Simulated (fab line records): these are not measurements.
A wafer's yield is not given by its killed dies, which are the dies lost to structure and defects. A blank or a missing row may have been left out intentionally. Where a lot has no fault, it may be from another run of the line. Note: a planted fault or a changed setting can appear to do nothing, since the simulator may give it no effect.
Which tool did it? / flow sky130 / 36 wafers from 12 lots sampled at 4 of the route's 708 steps

WHAT THE GAUGES READ, wafer by wafer
SKY_NWELL_OVL_MEAS_23.
lot=L579; measured=day 6 01:10; on=overlay-02; NWELL_01_OVL (nm)=-0.3 -0.7 0.5
lot=L581; measured=day 6 17:56; on=overlay-01; NWELL_01_OVL (nm)=-1.5 1.3 1.6
lot=L583; measured=day 7 02:34; on=overlay-01; NWELL_01_OVL (nm)=-0.7 -4.2 -2.7
lot=L584; measured=day 7 09:31; on=overlay-01; NWELL_01_OVL (nm)=-0.8 -1.1 -2.3
lot=L591; measured=day 9 03:40; on=overlay-02; NWELL_01_OVL (nm)=-1.4 -1.2 -1.9
lot=L592; measured=day 9 12:08; on=overlay-01; NWELL_01_OVL (nm)=-0.4 0.2 -0.5
lot=L594; measured=day 9 23:53; on=overlay-01; NWELL_01_OVL (nm)=-2.2 -3.0 -3.9
lot=L595; measured=day 10 07:04; on=overlay-01; NWELL_01_OVL (nm)=-1.1 -1.5 -2.3
lot=L596; measured=day 10 14:22; on=overlay-02; NWELL_01_OVL (nm)=-1.8 -0.9 -2.6
lot=L597; measured=day 10 19:16; on=overlay-02; NWELL_01_OVL (nm)=1.5 3.1 1.1
lot=L598; measured=day 11 01:10; on=overlay-01; NWELL_01_OVL (nm)=-1.3 0.9 -0.2
lot=L599; measured=day 11 02:53; on=overlay-02; NWELL_01_OVL (nm)=4.9 3.8 3.3

SKY_VT_ADJUST_HVTR_CD_MEAS_07: the cd target is 380 nm.
lot=L579; measured=day 10 08:01; on=cdSem-02; cdNm (nm)=381.7 380.9 380.8
lot=L581; measured=day 11 06:17; on=cdSem-02; cdNm (nm)=386.0 386.8 386.3
lot=L583; measured=day 11 16:19; on=cdSem-02; cdNm (nm)=378.7 380.4 382.1
lot=L584; measured=day 12 00:44; on=cdSem-01; cdNm (nm)=381.5 384.4 383.6
lot=L591; measured=day 14 03:52; on=cdSem-02; cdNm (nm)=374.8 374.6 375.6
lot=L592; measured=day 14 14:05; on=cdSem-02; cdNm (nm)=381.1 380.3 380.8
lot=L594; measured=day 15 03:47; on=cdSem-01; cdNm (nm)=378.3 381.3 379.3
lot=L595; measured=day 15 14:12; on=cdSem-02; cdNm (nm)=382.8 379.9 379.7
lot=L596; measured=day 15 22:57; on=cdSem-01; cdNm (nm)=379.7 380.5 381.3
lot=L597; measured=day 16 05:21; on=cdSem-01; cdNm (nm)=378.9 379.7 379.5
lot=L598; measured=day 16 11:02; on=cdSem-02; cdNm (nm)=377.2 372.4 374.4
lot=L599; measured=day 16 13:50; on=cdSem-01; cdNm (nm)=378.8 381.4 383.1

SKY_GATE_OXIDE_THK_MEAS_02.
lot=L579; measured=day 13 21:17; on=filmMetro-01; GATE_OXIDE_OXIDATION_00_THK (nm)=10.11 10.12 10.08
lot=L581; measured=day 14 21:31; on=filmMetro-03; GATE_OXIDE_OXIDATION_00_THK (nm)=12.30 12.14 12.28
lot=L583; measured=day 15 08:23; on=filmMetro-03; GATE_OXIDE_OXIDATION_00_THK (nm)=12.42 12.36 12.33
lot=L584; measured=day 15 17:48; on=filmMetro-03; GATE_OXIDE_OXIDATION_00_THK (nm)=11.94 11.85 11.79
lot=L591; measured=day 18 00:54; on=filmMetro-01; GATE_OXIDE_OXIDATION_00_THK (nm)=10.16 10.31 10.13
lot=L592; measured=day 18 10:42; on=filmMetro-01; GATE_OXIDE_OXIDATION_00_THK (nm)=10.41 10.44 10.48
lot=L594; measured=day 19 02:04; on=filmMetro-03; GATE_OXIDE_OXIDATION_00_THK (nm)=10.29 10.24 10.12
lot=L595; measured=day 19 17:53; on=filmMetro-03; GATE_OXIDE_OXIDATION_00_THK (nm)=9.96 9.85 10.14
lot=L596; measured=day 20 04:41; on=filmMetro-04; GATE_OXIDE_OXIDATION_00_THK (nm)=10.33 10.43 10.51
lot=L597; measured=day 20 06:23; on=filmMetro-01; GATE_OXIDE_OXIDATION_00_THK (nm)=10.12 10.03 10.08
lot=L598; measured=day 20 15:44; on=filmMetro-03; GATE_OXIDE_OXIDATION_00_THK (nm)=10.47 10.48 10.31
lot=L599; measured=day 20 15:44; on=filmMetro-04; GATE_OXIDE_OXIDATION_00_THK (nm)=10.44 10.40 10.29

WHICH TOOL RAN EACH LOT (tool, then ch and the chambers of the sampled wafers, then the start)
lot=L579; SKY_GATE_OXIDE_OXIDATION_01=furnace-01 ch 0, day 13 19:53
lot=L581; SKY_GATE_OXIDE_OXIDATION_01=furnace-01 ch 0, day 14 20:06
lot=L583; SKY_GATE_OXIDE_OXIDATION_01=furnace-01 ch 0, day 15 06:59
lot=L584; SKY_GATE_OXIDE_OXIDATION_01=furnace-01 ch 0, day 15 16:23
lot=L591; SKY_GATE_OXIDE_OXIDATION_01=furnace-01 ch 0, day 17 23:29
lot=L592; SKY_GATE_OXIDE_OXIDATION_01=furnace-02 ch 0, day 18 09:17
lot=L594; SKY_GATE_OXIDE_OXIDATION_01=furnace-02 ch 0, day 19 00:38
lot=L595; SKY_GATE_OXIDE_OXIDATION_01=furnace-02 ch 0, day 19 16:28
lot=L596; SKY_GATE_OXIDE_OXIDATION_01=furnace-01 ch 0, day 20 03:15
lot=L597; SKY_GATE_OXIDE_OXIDATION_01=furnace-02 ch 0, day 20 04:57
lot=L598; SKY_GATE_OXIDE_OXIDATION_01=furnace-01 ch 0, day 20 14:19
lot=L599; SKY_GATE_OXIDE_OXIDATION_01=furnace-01 ch 0, day 20 14:19
- SKY_GATE_OXIDE_OXIDATION_01: stabilise 600 s, purge 300 s, target thk 10.268 nm.

AS READ BY THE TOOLS THEMSELVES (means over the sampled wafers that have a number; for cases with no such wafer, the mark the record gives instead)
SKY_GATE_OXIDE_OXIDATION_01.
lot=L579; tool=furnace-01; spikeTcBottomC (C)=920.1; spikeTcCentreC (C)=901.1; spikeTcLowerC (C)=901.4; spikeTcTopC (C)=912.6; spikeTcUpperC (C)=898.8; tubeCenterTempC (C)=900.03; tube_center_temp_C_max=902.3
lot=L581; tool=furnace-01; spikeTcBottomC (C)=936.5; spikeTcCentreC (C)=916.6; spikeTcLowerC (C)=918.1; spikeTcTopC (C)=929.1; spikeTcUpperC (C)=915.1; tubeCenterTempC (C)=916.78; tube_center_temp_C_max=919.1
lot=L583; tool=furnace-01; spikeTcBottomC (C)=936.7; spikeTcCentreC (C)=916.7; spikeTcLowerC (C)=918.7; spikeTcTopC (C)=929.2; spikeTcUpperC (C)=914.1; tubeCenterTempC (C)=916.79; tube_center_temp_C_max=919.1
lot=L584; tool=furnace-01; spikeTcBottomC (C)=937.5; spikeTcCentreC (C)=917.1; spikeTcLowerC (C)=918.5; spikeTcTopC (C)=929.6; spikeTcUpperC (C)=916.5; tubeCenterTempC (C)=916.74; tube_center_temp_C_max=919.1
lot=L591; tool=furnace-01; spikeTcBottomC (C)=919.8; spikeTcCentreC (C)=900.6; spikeTcLowerC (C)=902.2; spikeTcTopC (C)=913.7; spikeTcUpperC (C)=897.8; tubeCenterTempC (C)=900.05; tube_center_temp_C_max=902.4
lot=L592; tool=furnace-02; spikeTcBottomC (C)=921.3; spikeTcCentreC (C)=899.6; spikeTcLowerC (C)=900.4; spikeTcTopC (C)=918.6; spikeTcUpperC (C)=901.5; tubeCenterTempC (C)=899.97; tube_center_temp_C_max=902.6
lot=L594; tool=furnace-02; spikeTcBottomC (C)=921.8; spikeTcCentreC (C)=900.2; spikeTcLowerC (C)=901.0; spikeTcTopC (C)=916.9; spikeTcUpperC (C)=901.1; tubeCenterTempC (C)=899.97; tube_center_temp_C_max=902.1
lot=L595; tool=furnace-02; spikeTcBottomC (C)=922.9; spikeTcCentreC (C)=899.5; spikeTcLowerC (C)=900.7; spikeTcTopC (C)=917.2; spikeTcUpperC (C)=901.2; tubeCenterTempC (C)=900.07; tube_center_temp_C_max=902.4
lot=L596; tool=furnace-01; spikeTcBottomC (C)=920.7; spikeTcCentreC (C)=900.9; spikeTcLowerC (C)=901.5; spikeTcTopC (C)=912.7; spikeTcUpperC (C)=898.1; tubeCenterTempC (C)=899.95; tube_center_temp_C_max=902.2
lot=L597; tool=furnace-02; spikeTcBottomC (C)=922.4; spikeTcCentreC (C)=900.4; spikeTcLowerC (C)=900.5; spikeTcTopC (C)=917.3; spikeTcUpperC (C)=900.6; tubeCenterTempC (C)=899.93; tube_center_temp_C_max=902.3
lot=L598; tool=furnace-01; spikeTcBottomC (C)=920.3; spikeTcCentreC (C)=900.0; spikeTcLowerC (C)=901.9; spikeTcTopC (C)=912.6; spikeTcUpperC (C)=898.2; tubeCenterTempC (C)=900.12; tube_center_temp_C_max=902.8
lot=L599; tool=furnace-01; spikeTcBottomC (C)=920.4; spikeTcCentreC (C)=899.9; spikeTcLowerC (C)=901.3; spikeTcTopC (C)=913.6; spikeTcUpperC (C)=898.8; tubeCenterTempC (C)=899.97; tube_center_temp_C_max=902.3

THE ANSWER, worked out from the rows above alone
Rule: usual is defined by the lots themselves. Put in order of their means at a reading, lots are off if they are a third of the lots or fewer, leave a main group of 4 or more, and stand apart from it by a gap of 3 or more times the standard deviation of the main group's means; of several such gaps the widest counts. A main group whose means are all the same, to the digits that the tables above print for the reading, isn't used. A lot without any number at a reading at which 4 lots or more have one is off too. The other lots that the step has rows for count as sound. Order of review: gauges by route order, followed by the tools' own readings, for which a lot's mean as printed above is used. The first step at which some lot is off is used, and at that step the reading that is off furthest; a lot without a number counts as furthest.
Off: at SKY_GATE_OXIDE_THK_MEAS_02 (GATE_OXIDE_OXIDATION_00_THK), L581, L583, L584. Main group: mean 10.25 nm, sd 0.16.
If a tool, at a process step before that reading, ran all the lots that are off and no sound lot after the first of them, it fits. The gauges at SKY_GATE_OXIDE_THK_MEAS_02 aren't tried: what is off there is off at SKY_GATE_OXIDE_OXIDATION_01 too, on other tools, and a gauge's error can't cause that. Not one of the candidates tried fits.

WHAT WAS PUT IN BY THE SIMULATOR
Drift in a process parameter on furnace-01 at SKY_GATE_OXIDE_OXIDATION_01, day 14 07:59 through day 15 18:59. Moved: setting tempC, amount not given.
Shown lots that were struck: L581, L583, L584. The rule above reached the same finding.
